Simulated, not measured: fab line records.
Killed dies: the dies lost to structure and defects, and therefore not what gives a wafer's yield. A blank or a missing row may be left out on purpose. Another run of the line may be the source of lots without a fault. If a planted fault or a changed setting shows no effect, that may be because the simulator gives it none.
Matching of chambers | flow gf180mcu | GF_V5_CMP_04 on cmp-01: 4 sister chambers
The step polishes SiO2. 15 wafers are shown with their chamber, then 7 later ones without.

== WAFERS, EACH WITH ITS CHAMBER ==
wafer  | chamber | motor_current_A (A)
L705.2 | 0       | 11.5
L705.3 | 3       | 12.8
L705.6 | 0       | 11.8
L707.1 | 2       | 11.9
L707.2 | 3       | 13.5
L707.6 | 2       | 12.6
L710.4 | 3       | 12.4
L710.5 | 3       | 12.5
L710.6 | 0       | 11.3
L715.5 | 1       | 11.4
L721.1 | 1       | 11.5
L721.4 | 3       | 13.0
L721.5 | 3       | 13.1
L722.4 | 2       | 11.8
L722.5 | 2       | 11.6

SIGNATURES (averages over the wafers above)
reading         | chamber 0 | chamber 1 | chamber 2 | chamber 3 | scatter within a chamber
motor_current_A | 11.533    | 11.450    | 11.975    | 12.883    | 0.373
Rule: a wafer's distance from a chamber is the root of the sum, over the readings, of the square of ((its reading less the chamber's mean) divided by the reading's scatter). If the next closest chamber is less than 2 further off than the closest, the wafer can't be placed; otherwise it belongs to the closest. How the scatter is found: for the shown wafers, subtract from each reading the mean of its chamber, square and add these, divide the total by (wafers less chambers), then take the root.

== WAFERS WITH NO CHAMBER GIVEN ==
wafer  | motor_current_A (A)
L722.6 | 11.5
L723.1 | 12.2
L723.3 | 11.5
L723.4 | 12.8
L724.3 | 12.8
L724.4 | 12.1
L724.5 | 13.8

== THE CHAMBER EACH PASSED THROUGH ==
wafer  | from the rows above               | in truth
L722.6 | can't be placed: 0 or 1 or 2      | 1
L723.1 | can't be placed: 2 or 0 or 3 or 1 | 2
L723.3 | can't be placed: 0 or 1 or 2      | 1
L723.4 | can't be placed: 3 or 2           | 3
L724.3 | can't be placed: 3 or 2           | 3
L724.4 | can't be placed: 2 or 0 or 1 or 3 | 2
L724.5 | 3                                 | 3
Placed correctly: 1 of 7. Not placeable from these rows: 6 (in 6, the candidates include the true chamber). Wrongly placed: 0.
